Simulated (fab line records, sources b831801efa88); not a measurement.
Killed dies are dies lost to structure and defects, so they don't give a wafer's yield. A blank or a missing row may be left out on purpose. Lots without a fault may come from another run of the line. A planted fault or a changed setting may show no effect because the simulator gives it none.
fab line records | flow sky130
record lots=6 wafers=18 last_day=50
route steps=708 shown CONTACT@418 METAL1@434 PAD_OPEN@708
lots that met no fault: from a run of the same line without faults
start_h: hours from the record's first day to the start of the lot's first wafer shown | wait_h: hours since the lot's step before | " the same as in the row above | L1.1+2: a row that stands for several wafers | - no value, or no start given | * or withheld: withheld | < > ~ a bound
route shown NAME@n: a module of which the file shows steps, and the number in the route of the first | usual: mean/standard deviation of fault-free wafers | same: alike in all rows | chamber/n: place in a boat | sites: the reading at each site | _std_site: their standard deviation | _edge_site: outer sites' mean less inner sites' | radius_mm: how far each site lies from the wafer's centre | mask NAME#n: copy n | behind: the tool/chamber that last shaped the wafer | hold: why the lot was held/for how many hours/how that ended | device: the transistor (n, p or np) that didn't switch | end of line: the same wafers' tests at the end of the route | a step without rows: its recipe alone | killed: dies lost to structure and defects at the first sort, not the wafer's yield | map: a wafer's dies, x killed, . not, _ none there
set.NAME: the setting as run; set.NAME@STEP: as run at that earlier step | model.NAME: the simulator's own value behind a step, which no gauge read
lots at some steps of the route; a table a step, a row a wafer
services: from which hour (start_h, from the record's first day; less than 0 if before it) a tool's chamber was out of use, for how many hours, and why
## steps
# step SKY_CONTACT_PEB_12
# recipe peb_temp_c=withheld peb_time_s=withheld resist=KrF-thick
# step SKY_CONTACT_DEVELOP_13
# recipe develop_time_s=60 resist=KrF-thick dev_temp_c=21
# step SKY_CONTACT_CD_MEAS_14
# recipe target_cd_nm=170
# usual cd_nm=170.2/1.8
# columns lot.wafer tool chamber start_h wait_h cd_nm
L622.2 cd_sem-02 - 781.92 - 168.5
L622.3 " - " " 168.2
L622.4 " - " " 168.3
L623.1 cd_sem-02 - 783.40 - 169.9
L623.3 " - " " 169.0
L623.5 " - " " 169.1
L625.1 cd_sem-02 - 813.09 - 170.3
L625.3 " - " " 170.2
L625.6 " - " " 170.0
L632.1 cd_sem-01 - 865.44 - 172.0
L632.5 " - " " 169.7
L632.6 " - " " 172.1
L633.2 cd_sem-02 - 868.46 - 169.3
L633.3 " - " " 169.8
L633.6 " - " " 168.8
L640.1 cd_sem-01 - 907.33 - 169.0
L640.2 " - " " 169.2
L640.4 " - " " 169.2
# step SKY_CONTACT_OVL_MEAS_15
# usual CONTACT_OVL=-2/4.6
# columns lot.wafer tool chamber start_h wait_h CONTACT_OVL[nm]
L622.2 overlay-01 - 782.03 0.1 -4
L622.3 " - " " -7
L622.4 " - " " 1
L623.1 overlay-02 - 783.52 0.1 -8
L623.3 " - " " -2
L623.5 " - " " -4
L625.1 overlay-01 - 813.21 0.1 -5
L625.3 " - " " -5
L625.6 " - " " 0
L632.1 overlay-01 - 865.56 0.1 3
L632.5 " - " " 0
L632.6 " - " " -4
L633.2 overlay-02 - 868.56 0.1 6
L633.3 " - " " 2
L633.6 " - " " 3
L640.1 overlay-02 - 907.45 0.1 -8
L640.2 " - " " -4
L640.4 " - " " -2
# step SKY_CONTACT_ETCH_16
# recipe chemistry=N2/H2 target=BARC ion_energy_ev=200 source_w=500 bias_w=100 pressure_mtorr=30 n2_flow_sccm=100 h2_flow_sccm=200 stop_on=SiO2 time_s=45.9 target_depth_a=600
# usual drypump_motor_current_A=5.8/0.43 oes_product_au=0.855/0.0047 throttle_valve_pct=13.224/0.0085
# columns lot.wafer tool chamber start_h wait_h drypump_motor_current_A oes_product_au rf_hours_counter_h throttle_valve_pct
L622.2 rie_diel-02 1 782.06 0.0 5.8 0.866 12 13.197
L622.3 " 2 " " 6.3 0.861 0 13.216
L622.4 " 3 " " 6.4 0.853 20 13.214
L623.1 rie_diel-02 2 783.56 0.0 6.3 0.859 0 13.247
L623.3 " 3 " " 6.3 0.845 20 13.233
L623.5 " 3 " " 6.3 0.860 - 13.230
L625.1 rie_diel-01 1 813.24 0.0 5.7 0.855 12 13.223
L625.3 " 3 " " 6.3 0.853 9 13.228
L625.6 " 2 " " 6.3 0.846 - 13.221
L632.1 rie_diel-03 3 865.59 0.0 6.4 0.853 3 13.219
L632.5 " 3 " " 6.4 0.857 - 13.224
L632.6 " 0 " " 5.8 0.856 - 13.240
L633.2 rie_diel-03 0 868.59 0.0 5.8 0.851 9 13.233
L633.3 " 1 " " 5.4 0.863 6 13.227
L633.6 " 2 " " 5.1 0.865 - 13.228
L640.1 rie_diel-03 1 907.49 0.0 5.4 0.853 8 13.218
L640.2 " 2 " " 5.1 0.851 16 13.212
L640.4 " 3 " " 6.3 0.854 4 13.218
# step SKY_CONTACT_ETCH_17
# recipe target=SiO2 chemistry=C4F8/O2/Ar stop_on=Si3N4 mask_material=KrF-thick source_w=1500 bias_w=1200 pressure_mtorr=40 c4f8_flow_sccm=withheld O2_flow_sccm=6 Ar_flow_sccm=300 time_s=withheld target_depth_a=3400
# usual oes_product_au=0.892/0.0044
# columns lot.wafer tool chamber start_h wait_h oes_product_au
L622.2 rie_diel-02 1 782.10 0.0 0.888
L622.3 " 2 " " 0.885
L622.4 " 3 " " 0.891
L623.1 rie_diel-02 2 783.60 0.0 0.896
L623.3 " 3 " " 0.892
L623.5 " 3 " " 0.894
L625.1 rie_diel-01 1 813.28 0.0 0.890
L625.3 " 3 " " 0.903
L625.6 " 2 " " 0.892
L632.1 rie_diel-03 3 865.63 0.0 0.897
L632.5 " 3 " " 0.891
L632.6 " 0 " " 0.889
L633.2 rie_diel-03 0 868.63 0.0 0.889
L633.3 " 1 " " 0.893
L633.6 " 2 " " 0.896
L640.1 rie_diel-03 1 907.53 0.0 0.893
L640.2 " 2 " " 0.893
L640.4 " 3 " " 0.897
# step SKY_CONTACT_ETCH_18
# recipe target=Si3N4 chemistry=CHF3/O2 stop_on=TiN source_w=590.2 bias_w=200 pressure_mtorr=40 chf3_flow_sccm=50 O2_flow_sccm=5 time_s=39 target_depth_a=750
# step SKY_CONTACT_STRIP_19
# recipe chemistry=O2/N2 power_w=1400 pressure_mtorr=1500 platen_temp_c=withheld o2_flow_sccm=3000 n2_flow_sccm=300 overash_fraction=0.5
# usual drypump_motor_current_A=5.3/0.4 oes_product_au=0.381/0.0048 strip_time_to_endpoint_s=3.63/0.033
# columns lot.wafer tool chamber start_h wait_h drypump_motor_current_A oes_product_au rf_hours_counter_h strip_time_to_endpoint_s
L622.2 plasma_asher-04 1 782.19 - 5.9 0.386 94 3.66
L622.3 " 0 " " 4.9 0.375 - 3.64
L622.4 " 1 " " 5.9 0.383 - 3.63
L623.1 plasma_asher-01 1 783.69 - 5.8 0.382 62 3.66
L623.3 " 0 " " 5.4 0.379 - 3.64
L623.5 " 1 " " 5.8 0.375 - 3.61
L625.1 plasma_asher-04 1 813.37 - 5.8 0.390 97 3.56
L625.3 " 1 " " 5.8 0.386 - 3.64
L625.6 " 0 " " 4.9 0.386 - 3.64
L632.1 plasma_asher-04 0 865.72 - 5.0 0.389 102 3.62
L632.5 " 0 " " 4.9 0.377 - 3.61
L632.6 " 1 " " 5.9 0.379 - 3.61
L633.2 plasma_asher-04 1 868.72 - 5.9 0.381 102 3.61
L633.3 " 1 " " 5.9 0.380 - 3.64
L633.6 " 1 " " 5.9 0.381 - 3.58
L640.1 plasma_asher-04 0 907.62 - 5.0 0.382 106 3.60
L640.2 " 1 " " 5.8 0.379 106 3.61
L640.4 " 0 " " 5.0 0.376 - 3.61
# step SKY_CONTACT_STRIP_20
# recipe chemistry=post_etch_residue_remover time_s=1200 temp_c=72.5
# step SKY_CONTACT_CLEAN_21
# recipe chemistry=IPA time_s=180 temp_c=25
# step SKY_CONTACT_CLEAN_22
# recipe chemistry=O3/DIW dry=n2_spin
# step SKY_CONTACT_SPUTTER_23
# recipe material=TiN target_thk_nm=20 chamber_pressure_pa=5 power_w=4000 time_s=80
# usual cathode_dc_power_W=4000.0/0.81 throttle_valve_pct=29.9/0.91
# columns lot.wafer tool chamber start_h wait_h cathode_dc_power_W throttle_valve_pct
L622.2 pvd_sputter-02 - 782.82 0.0 3999.9 30.4
L622.3 " - " " 4000.2 29.8
L622.4 " - " " 4001.7 29.8
L623.1 pvd_sputter-04 - 784.29 0.0 4000.1 28.4
L623.3 " - " " 3999.7 30.3
L623.5 " - " " 3999.8 30.4
L625.1 pvd_sputter-04 - 813.97 0.0 4000.4 30.3
L625.3 " - " " 4000.7 30.1
L625.6 " - " " 4000.8 28.6
L632.1 pvd_sputter-04 - 866.32 0.0 4001.2 30.6
L632.5 " - " " 4001.0 30.3
L632.6 " - " " 3999.2 30.4
L633.2 pvd_sputter-04 - 869.32 0.0 4000.1 28.4
L633.3 " - " " 3999.4 28.8
L633.6 " - " " 3998.6 28.8
L640.1 pvd_sputter-02 - 908.22 0.0 3998.6 29.5
L640.2 " - " " 3999.9 30.2
L640.4 " - " " 3998.3 30.5
# step SKY_CONTACT_CVD_24
# recipe material=W target_thk_nm=340 time_s=102.12 temp_c=400 pressure_torr=40
# usual heater_power_w=945/57
# columns lot.wafer tool chamber start_h wait_h heater_power_w model.W_of_CONTACT_CVD_24.thk_nm
L622.2 cvd_w-02 1 782.88 0.0 784 338.8
L622.3 " 0 " " 919 335.1
L622.4 " 1 " " 806 338.2
L623.1 cvd_w-01 0 784.35 0.0 994 337.6
L623.3 " 0 " " 996 332.2
L623.5 " 0 " " 1004 339.3
L625.1 cvd_w-01 0 814.03 0.0 972 340.8
L625.3 " 0 " " 979 338.3
L625.6 " 1 " " 968 340.2
L632.1 cvd_w-01 0 866.38 0.0 992 256.7
L632.5 " 1 " " 952 338.2
L632.6 " 0 " " 951 260.6
L633.2 cvd_w-01 0 869.39 0.0 976 253.4
L633.3 " 0 " " 974 259.1
L633.6 " 0 " " 965 259.4
L640.1 cvd_w-02 0 908.28 0.0 954 336
L640.2 " 1 " " 808 340.4
L640.4 " 1 " " 815 333.8
# step SKY_CONTACT_RS_MEAS_25
# recipe thk_meas_gauge=four-point-probe reads=W_of_CONTACT_CVD_24+TiN_of_CONTACT_SPUTTER_23
# usual CONTACT_W_RS=0.339/0.0036
# columns lot.wafer tool chamber start_h wait_h CONTACT_W_RS[ohm/sq]
L622.2 film_metro-02 - 783.01 0.1 0.339
L622.3 " - " " 0.343
L622.4 " - " " 0.340
L623.1 film_metro-02 - 784.46 0.1 0.340
L623.3 " - " " 0.346
L623.5 " - " " 0.339
L625.1 film_metro-04 - 814.14 0.1 0.337
L625.3 " - " " 0.339
L625.6 " - " " 0.337
L632.1 film_metro-02 - 866.49 0.1 0.449
L632.5 " - " " 0.340
L632.6 " - " " 0.443
L633.2 film_metro-02 - 869.52 0.1 0.456
L633.3 " - " " 0.446
L633.6 " - " " 0.445
L640.1 film_metro-02 - 908.39 0.1 0.342
L640.2 " - " " 0.338
L640.4 " - " " 0.345
# step SKY_CONTACT_THK_MEAS_26
# recipe thk_meas_gauge=xrf reads=W_of_CONTACT_CVD_24
# usual CONTACT_W_THK=343/4.2
# columns lot.wafer tool chamber start_h wait_h CONTACT_W_THK[nm]
L622.2 film_metro-02 - 783.12 0.1 344
L622.3 " - " " 340
L622.4 " - " " 345
L623.1 film_metro-02 - 784.58 0.1 342
L623.3 " - " " 338
L623.5 " - " " 345
L625.1 film_metro-04 - 814.26 0.1 345
L625.3 " - " " 342
L625.6 " - " " 345
L632.1 film_metro-02 - 866.61 0.1 258
L632.5 " - " " 342
L632.6 " - " " 263
L633.2 film_metro-02 - 869.63 0.1 255
L633.3 " - " " 260
L633.6 " - " " 262
L640.1 film_metro-02 - 908.51 0.1 341
L640.2 " - " " 346
L640.4 " - " " 341
# step SKY_CONTACT_CMP_27
# recipe stop_on=SiO2 t_overpolish_s=15 down_force_psi=3.5 platen_rpm=60 target_thk_nm=0 pad_velocity_m_s=0.94248
# usual head_pressure_psi=3.501/0.0074 motor_current_A=11.1/1.5 time_to_endpoint_s=83/3.7
# columns lot.wafer tool chamber start_h wait_h head_pressure_psi motor_current_A time_to_endpoint_s
L622.4 cmp-02 2 783.17 0.0 3.500 9.3 84
L622.2 " 0 " " 3.501 12.2 87
L622.3 " 1 " " 3.494 11.0 81
L623.1 cmp-02 3 784.69 0.1 3.489 11.4 81
L623.3 " 0 " " 3.496 12.4 83
L623.5 " 2 " " 3.488 9.2 82
L625.1 cmp-01 2 814.32 0.1 3.497 11.8 85
L625.3 " 1 " " 3.500 10.6 82
L625.6 " 3 " " 3.498 9.7 80
L632.1 cmp-01 1 866.72 0.1 3.504 10.3 65
L632.6 " 0 " " 3.494 14.2 66
L632.5 " 1 " " 3.499 10.3 85
L633.3 cmp-02 0 869.73 0.1 3.486 12.0 68
L633.2 " 2 " " 3.515 9.2 61
L633.6 " 3 " " 3.503 11.0 60
L640.2 cmp-01 1 908.57 0.0 3.501 10.7 92
L640.1 " 3 " " 3.500 9.7 86
L640.4 " 0 " " 3.516 13.8 88
# step SKY_METAL1_SPUTTER_00
# recipe material=Ti target_thk_nm=15 power_w=3000 time_s=10 chamber_pressure_pa=0.4
# usual cathode_dc_power_W=3000.0/0.56 throttle_valve_pct=30.1/0.96
# columns lot.wafer tool chamber start_h wait_h cathode_dc_power_W throttle_valve_pct
L622.2 pvd_sputter-03 - 783.49 0.2 3000.2 31.9
L622.3 " - " " 3000.1 29.3
L622.4 " - " " 2999.8 29.6
L623.1 pvd_sputter-01 - 784.94 0.2 3000.1 29.5
L623.3 " - " " 2999.7 31.4
L623.5 " - " " 2999.4 29.7
L625.1 pvd_sputter-03 - 814.62 0.2 3000.4 29.7
L625.3 " - " " 3000.0 30.7
L625.6 " - " " 2999.9 30.7
L632.1 pvd_sputter-03 - 866.97 0.2 2999.6 30.7
L632.5 " - " " 2999.6 29.6
L632.6 " - " " 2999.6 29.9
L633.2 pvd_sputter-03 - 869.98 0.1 3000.3 31.9
L633.3 " - " " 2999.9 30.6
L633.6 " - " " 2999.8 29.5
L640.1 pvd_sputter-01 - 908.87 0.1 3000.6 29.7
L640.2 " - " " 3000.0 29.2
L640.4 " - " " 2999.3 31.5
# step SKY_PAD_OPEN_PROBE_99
# usual killed_at_M0_to_M3=43/6.5 killed_at_M4_up=3.1/1.8 killed_at_contacts=24/4.8 killed_at_front_end=15/4.7 killed_at_other=0.3/0.58 killed_dies=86/8.6 killed_on_rim=17/4.1 killed_open=47/6.7 killed_short=39/6.1
# same gross_dies=492 killed_at_back_side=0
# columns lot.wafer tool chamber start_h wait_h killed_at_M0_to_M3 killed_at_M4_up killed_at_contacts killed_at_front_end killed_at_other killed_dies killed_on_rim killed_open killed_short
L622.2 prober-02 - 1107.11 0.1 36 4 26 16 0 82 11 37 45
L622.3 prober-02 - 1107.16 0.2 40 3 25 11 1 80 14 36 44
L622.4 prober-02 - 1107.21 0.2 47 4 24 16 0 91 26 53 38
L625.1 prober-02 - 1134.96 0.1 45 1 30 12 0 88 26 45 43
L625.3 prober-02 - 1135.06 0.2 53 2 23 15 0 93 18 50 43
L625.6 prober-02 - 1135.21 0.2 42 4 31 13 0 90 17 49 41
# killed by level:class
L622.2 POLY_GATE:geometric_particle:short=7 VIA1:geometric_particle:open=7 CONTACT:geometric_particle:open=6 VIA2:geometric_particle:open=6 LOCAL_INTERCONNECT:geometric_particle:open=5 METAL2:geometric_particle:short=5 FIELD_ISO:geometric_particle:short=4 LI_CONTACT:geometric_particle:open=4
L622.3 METAL1:geometric_particle:short=10 CONTACT:geometric_particle:open=8 VIA1:geometric_particle:open=7 FIELD_ISO:geometric_particle:open=5 LI_CONTACT:geometric_particle:open=5 METAL2:geometric_particle:short=5 LOCAL_INTERCONNECT:geometric_particle:short=5 FIELD_ISO:geometric_particle:short=4
L622.4 VIA1:geometric_particle:open=10 VIA2:geometric_particle:open=10 CONTACT:geometric_particle:open=9 METAL1:geometric_particle:short=8 VIA3:geometric_particle:open=7 CONTACT:geometric_particle:short=6 FIELD_ISO:geometric_particle:open=4 POLY_GATE:geometric_particle:open=4
L625.1 METAL2:geometric_particle:short=13 CONTACT:geometric_particle:open=13 VIA3:geometric_particle:open=8 VIA2:geometric_particle:open=6 LI_CONTACT:geometric_particle:open=6 LOCAL_INTERCONNECT:geometric_particle:short=6 FIELD_ISO:geometric_particle:open=4 METAL3:geometric_particle:short=4
L625.3 VIA1:geometric_particle:open=12 VIA3:geometric_particle:open=8 METAL1:geometric_particle:short=8 LI_CONTACT:geometric_particle:open=7 VIA2:geometric_particle:open=7 CONTACT:geometric_particle:open=6 CONTACT:geometric_particle:short=5 VIA1:geometric_particle:short=5
L625.6 CONTACT:geometric_particle:open=11 VIA2:geometric_particle:open=11 LI_CONTACT:geometric_particle:open=9 METAL2:geometric_particle:short=8 FIELD_ISO:geometric_particle:open=7 LI_CONTACT:geometric_particle:short=5 METAL1:geometric_particle:short=5 VIA1:geometric_particle:open=5
## services
# columns tool chamber start_h hours kind
rie_diel-03 - 768.83 0.3 repair
rie_diel-03 1 773.13 4.5 repair
rie_diel-03 0 789.49 15.7 repair
cmp-02 - 796.46 1.3 repair
cmp-02 - 797.64 0.9 repair
pvd_sputter-03 - 830.50 0.8 repair
cmp-01 - 833.52 9.6 repair
cvd_w-01 - 834.73 0.8 repair
rie_diel-03 2 844.41 4.7 repair
pvd_sputter-02 - 844.61 2.9 repair
pvd_sputter-01 - 851.09 0.8 repair
rie_diel-03 3 853.12 3.4 repair
rie_diel-01 2 854.35 3.8 repair
pvd_sputter-03 - 855.03 1.9 repair
rie_diel-02 - 855.19 0.4 repair
plasma_asher-04 - 863.47 1.0 repair
cvd_w-02 0 871.85 29.1 repair
pvd_sputter-01 - 883.96 5.5 repair
pvd_sputter-01 - 886.09 6.2 repair
pvd_sputter-01 - 886.37 1.7 repair
rie_diel-01 0 889.51 15.0 repair
cmp-01 - 898.87 2.4 repair
rie_diel-02 3 900.27 12.8 repair
cvd_w-01 - 904.00 14.0 pm
## key
first_sign step=SKY_CONTACT_RS_MEAS_25 reading=CONTACT_W_RS direction=up sigmas=30 usual=0.339 struck=0.448
effect step=SKY_CONTACT_THK_MEAS_26 reading=CONTACT_W_THK direction=down sigmas=20 usual=343 struck=260
effect step=SKY_CONTACT_CMP_27 reading=time_to_endpoint_s direction=down sigmas=5 usual=* struck=*
model_effect step=SKY_CONTACT_CVD_24 value=W_of_CONTACT_CVD_24.thk_nm without=336.4 struck=257.8
met_at SKY_CONTACT_CVD_24
struck_wafers L632.1,L632.6,L633.2,L633.3,L633.6
tester_left_out L632,L633
onset_between 814.03 866.38
fault kind=process_parameter_drift tool=cvd_w-01 chamber=0 onset_h=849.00 steps=SKY_CONTACT_CVD_24 channel=target_thk_nm offset=-78.53 shape=step end_h=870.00 acts_in=these_recipes_only stated=340
# tester_left_out: of these lots the tester's yield and bins aren't shown, on N5 and GAA mostly nor the transistor test; their killed dies are dies lost to structure and defects alone, not to doping, threshold or leakage, so they don't give the yield
